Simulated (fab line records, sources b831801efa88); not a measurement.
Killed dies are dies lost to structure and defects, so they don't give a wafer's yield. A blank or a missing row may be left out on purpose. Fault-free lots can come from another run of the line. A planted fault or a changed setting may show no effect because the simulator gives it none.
One fault through the eyes of 2 desks || flow sky130 || only its own numbers are on each desk; what lay behind them is given at the end

== FOR THE TOOL OWNER'S DESK: pvd-sputter-01 ==
The tool's own readings at SKY_METAL1_SPUTTER_01 (material TiN, target thk 20 nm, time 16.7 s): means of the sampled wafers that have a number, for each lot that ran on this tool. The brackets show how far a lot's mean lies from the usual mean; more than 4 standard deviations puts the lot out of limits, marked OUT.
Columns: A = throttle-valve-pct at SKY_METAL1_SPUTTER_01, usual 29.9 %
{"lot": "L441", "first seen here": "day 33 20:56", "A": 28.8}
{"lot": "L452", "first seen here": "day 35 12:28", "A": 29.8}
This desk found nothing out of limits on any of the 2 lots.

== METROLOGY DESK ==
What the gauges read for every lot (on any tool): the sampled wafers with a number, averaged. The brackets show how far a lot's mean lies from the usual mean; more than 4 standard deviations puts the lot out of limits, marked OUT.
Columns: A = CONTACT_W_RS at SKY_CONTACT_RS_MEAS_25, usual 0.341 ohm/sq; B = CONTACT_W_THK at SKY_CONTACT_THK_MEAS_26, usual 331 nm
{"lot": "L440", "first seen here": "day 31 17:13", "A": 0.340, "B": 332}
{"lot": "L441", "first seen here": "day 33 20:25", "A": 0.342, "B": 329}
{"lot": "L452", "first seen here": "day 35 11:58", "A": 0.337, "B": 334}
{"lot": "L458", "first seen here": "day 38 01:11", "A": 0.345, "B": 327}
{"lot": "L461", "first seen here": "day 38 15:00", "A": 0.342, "B": 330}
This desk found nothing out of limits on any of the 5 lots.

== ALL TOGETHER ==
The desk of the tool owner found nothing out of limits.
Metrology desk: nothing out of limits seen.

== WHAT THE SIMULATOR PUT IN ==
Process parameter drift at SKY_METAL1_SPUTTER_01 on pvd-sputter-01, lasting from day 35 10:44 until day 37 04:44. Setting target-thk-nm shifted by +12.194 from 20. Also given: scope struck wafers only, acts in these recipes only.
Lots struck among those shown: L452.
